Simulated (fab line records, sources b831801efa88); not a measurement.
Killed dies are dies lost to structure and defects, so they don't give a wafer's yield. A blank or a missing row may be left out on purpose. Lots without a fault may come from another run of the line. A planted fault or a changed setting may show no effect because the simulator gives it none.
Problem report in the 8D (eight disciplines) form, filled by code | flow sky130 | the parts of the form that need people (team, actions taken, sign-off) are left out

1. THE PROBLEM
VIA2_W_RS at SKY_VIA2_RS_MEAS_22 reads a mean of 0.2539 ohm/sq on 5 wafers of 4 lots; wafers without a fault read 0.2723 ohm/sq with a standard deviation of 0.0028. That is -6.6 standard deviations from the usual mean.
The step: measures by four-point-probe.
First seen on wafer L752.6, day 40 18:18, on film_metro-04. The record holds 32 wafers of 11 lots with a number at this step. Rule for "out", or "out of limits": more than 4 standard deviations from the usual mean. The other wafers with a number count as sound.

2. WHAT IT IS AND WHAT IT IS NOT
question                    | is                                          | is not
which readings at this step | VIA2_W_RS                                   | -
which lots                  | L752, L753, L754, L756                      | L738, L740, L741, L742, L743, L750, L760
which wafers of those lots  | L752.6, L753.2, L754.1, L754.6, L756.3      | L752.2, L752.3, L753.1, L753.3, L754.2, L756.4
read on which gauges        | film_metro-01, film_metro-03, film_metro-04 | -
when                        | from day 40 18:18                           | up to then (20 sound wafers); but 7 sound wafers of L753, L754, L756, L760 came after

3. SUSPECTS, AND WHAT RULES EACH OUT
Counting: a tool at a process step up to the reading stays a suspect if it ran every lot that is out. Sound lots after the first of them don't rule it out here, since some wafers of a struck lot are sound.
- the gauge at SKY_VIA2_RS_MEAS_22: ruled out. The wafers that are out were read on 3 gauges (film_metro-01, film_metro-03, film_metro-04).
- cvd_w-02 at SKY_VIA2_CVD_21 (deposits W, target thk 420 nm, time 126.4 s): kept. It ran every lot that is out, first L752 (day 40 18:09); its last sound lot up to then is L750 (day 40 10:31). Its own readings are out on those wafers: chamber_pressure_Torr.
- Within cvd_w-02 at SKY_VIA2_CVD_21: the wafers that are out ran in chamber 0; their sound lot-mates ran in chamber 1.
Left after counting: cvd_w-02 at SKY_VIA2_CVD_21.

4. THE CAUSE (what the simulator had put in)
Process parameter drift: cvd_w-02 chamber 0, from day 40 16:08 on, at SKY_VIA2_CVD_21. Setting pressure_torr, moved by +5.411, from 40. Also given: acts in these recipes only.
Counting left only this tool.

5. THE CHAIN OF EFFECTS, in route order
Each row: a reading whose mean over the struck wafers that have a number lies more than 3 standard deviations from the usual. Only readings for which the record gives a usual standard deviation are gone through. hours: the time from each lot's start at the first step in this table that gives one to its start at this step, as a median over the lots. sigmas: the change in usual standard deviations.
hours | step                 | reading               | usual         | on struck wafers | change  | sigmas
0     | SKY_VIA2_CVD_21      | chamber_pressure_Torr | 40.01 Torr    | 45.39            | +5.38   | +60
0     | SKY_VIA2_RS_MEAS_22  | VIA2_W_RS             | 0.2723 ohm/sq | 0.2539           | -0.0184 | -6.6
0     | SKY_VIA2_THK_MEAS_23 | VIA2_W_THK            | 431 nm        | 466              | +35     | +3.8
The process steps in it:
- SKY_VIA2_CVD_21: deposits W, target thk 420 nm, time 126.4 s.

6. WHAT WOULD HAVE CAUGHT IT SOONER
In this record the first reading out of limits at a measuring or inspecting step was taken at day 40 18:18, 2 hours after the fault began at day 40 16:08.
The tool's own readings at SKY_VIA2_CVD_21 were out on every struck wafer that the step has a row for (chamber_pressure_Torr): an alarm limit on them would have fired on the first of those.
Of the lots that are out (4), L753, L754, L756 began SKY_VIA2_CVD_21 on cvd_w-02 after day 40 18:18. A hold on the tool at that time would have spared those 3.
